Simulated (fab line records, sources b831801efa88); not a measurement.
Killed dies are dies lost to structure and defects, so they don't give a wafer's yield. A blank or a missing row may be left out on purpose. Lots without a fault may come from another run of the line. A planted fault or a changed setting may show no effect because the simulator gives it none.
Which tool did it? | flow sfq_line | 13 lots, 39 wafers sampled, at 3 steps of a route of 325

WHAT THE GAUGES READ, wafer by wafer
SFQ_M7_OVL_MEAS_945.
lot  | measured     | on         | M7_OVL (nm)
L375 | day 73 05:13 | overlay-01 | -5 0 -6
L376 | day 73 07:37 | overlay-01 | 0 -8 -6
L377 | day 73 18:25 | overlay-01 | 2 -6 -6
L378 | day 73 20:57 | overlay-01 | 8 6 2
L381 | day 74 06:33 | overlay-01 | 7 6 5
L382 | day 76 05:32 | overlay-01 | -5 -3 -10
L383 | day 76 10:05 | overlay-01 | -2 2 -4
L385 | day 76 16:51 | overlay-01 | -5 -2 -12
L386 | day 81 14:31 | overlay-01 | -6 -6 -3
L387 | day 81 16:58 | overlay-01 | 2 -1 0
L396 | day 87 09:14 | overlay-01 | -7 -10 -5
L397 | day 87 17:38 | overlay-01 | -1 9 -2
L398 | day 87 20:02 | overlay-02 | -7 -1 0

WHICH TOOL RAN EACH LOT (tool, then ch and the chambers of the sampled wafers, then the start)
lot  | SFQ_TRILAYER_JJ_CE_LITHO_COAT_114 | SFQ_TRILAYER_JJ_CE_METRO_MEASURE_117
L375 | litho_track-01 ch 0, day 37 05:17 | cd_sem-01, day 43 09:06
L376 | litho_track-03 ch 0, day 43 10:38 | cd_sem-02, day 43 12:37
L377 | litho_track-01 ch 0, day 43 13:02 | cd_sem-01, day 43 15:01
L378 | litho_track-03 ch 0, day 43 14:14 | cd_sem-02, day 43 16:13
L381 | litho_track-03 ch 0, day 51 09:23 | cd_sem-01, day 51 13:08
L382 | litho_track-02 ch 0, day 52 11:40 | cd_sem-02, day 52 14:13
L383 | litho_track-01 ch 0, day 52 18:46 | cd_sem-01, day 52 20:54
L385 | litho_track-01 ch 0, day 53 10:19 | cd_sem-01, day 59 07:28
L386 | litho_track-01 ch 0, day 53 18:49 | cd_sem-02, day 59 14:52
L387 | litho_track-01 ch 0, day 53 19:58 | cd_sem-01, day 59 18:16
L396 | litho_track-02 ch 0, day 57 18:40 | cd_sem-02, day 63 16:44
L397 | litho_track-03 ch 0, day 58 06:13 | cd_sem-01, day 64 03:32
L398 | litho_track-02 ch 0, day 58 09:52 | cd_sem-02, day 64 06:08
- SFQ_TRILAYER_JJ_CE_LITHO_COAT_114: resist thk 600 nm.
- SFQ_TRILAYER_JJ_CE_METRO_MEASURE_117

WHAT THE TOOLS THEMSELVES READ (means of the sampled wafers that have a number; where no wafer has one, the mark that the record gives instead)
SFQ_TRILAYER_JJ_CE_LITHO_COAT_114.
lot  | tool           | chill_plate_temp_C (C) | spin_speed_rpm (rpm)
L375 | litho_track-01 | 23.07                  | 2999.6
L376 | litho_track-03 | 22.98                  | 3000.1
L377 | litho_track-01 | 23.05                  | 3002.6
L378 | litho_track-03 | 23.05                  | 3000.3
L381 | litho_track-03 | 23.16                  | 2999.5
L382 | litho_track-02 | 22.93                  | 3001.3
L383 | litho_track-01 | 23.12                  | 2997.6
L385 | litho_track-01 | 22.95                  | 3000.7
L386 | litho_track-01 | 23.07                  | 2998.8
L387 | litho_track-01 | 23.00                  | 3003.0
L396 | litho_track-02 | 23.12                  | 2999.1
L397 | litho_track-03 | 23.03                  | 2999.4
L398 | litho_track-02 | 23.00                  | 2999.6

SFQ_TRILAYER_JJ_CE_METRO_MEASURE_117.
lot  | tool      | cd_nm (nm)
L375 | cd_sem-01 | 699.4
L376 | cd_sem-02 | 701.8
L377 | cd_sem-01 | 699.8
L378 | cd_sem-02 | 700.1
L381 | cd_sem-01 | 700.9
L382 | cd_sem-02 | 698.9
L383 | cd_sem-01 | 698.7
L385 | cd_sem-01 | 701.3
L386 | cd_sem-02 | 700.4
L387 | cd_sem-01 | 706.0
L396 | cd_sem-02 | 698.3
L397 | cd_sem-01 | 699.8
L398 | cd_sem-02 | 698.6

THE ANSWER, worked out from the rows above alone
Rule: what is usual is taken from the lots themselves. Put in order of their means at a reading, lots are off if they are a third of the lots or fewer, leave a main group of 4 or more, and stand apart from it by a gap of 3 or more times the standard deviation of the main group's means; of several such gaps the widest counts. A main group whose means are all the same, to the digits that the tables above print for the reading, isn't used. A lot without any number at a reading at which 4 lots or more have one is off too. The other lots that the step has rows for count as sound. The gauges are gone through in route order, then the tools' own readings, and for those a lot's mean is taken as printed above. The first step at which some lot is off is used, and at that step the reading that is off furthest; a lot without a number counts as furthest.
Off: L387, at SFQ_TRILAYER_JJ_CE_METRO_MEASURE_117 (cd_nm). The main group: mean 699.8 nm, standard deviation 1.1.
A tool fits if, at that step or a process step before it, it ran every lot that is off, and no sound lot after the first of them. One fits: litho_track-01 at SFQ_TRILAYER_JJ_CE_LITHO_COAT_114. Its last sound lot is L386 (day 53 18:49), its first lot that is off L387 (day 53 19:58): a fault that began between those two fits.

WHAT THE SIMULATOR HAD PUT IN
Process parameter drift: litho_track-01, from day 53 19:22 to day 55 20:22, at SFQ_TRILAYER_JJ_CE_LITHO_COAT_114. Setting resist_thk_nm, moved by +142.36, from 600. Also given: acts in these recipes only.
Lots struck among those shown: L387. The rule above found the same.
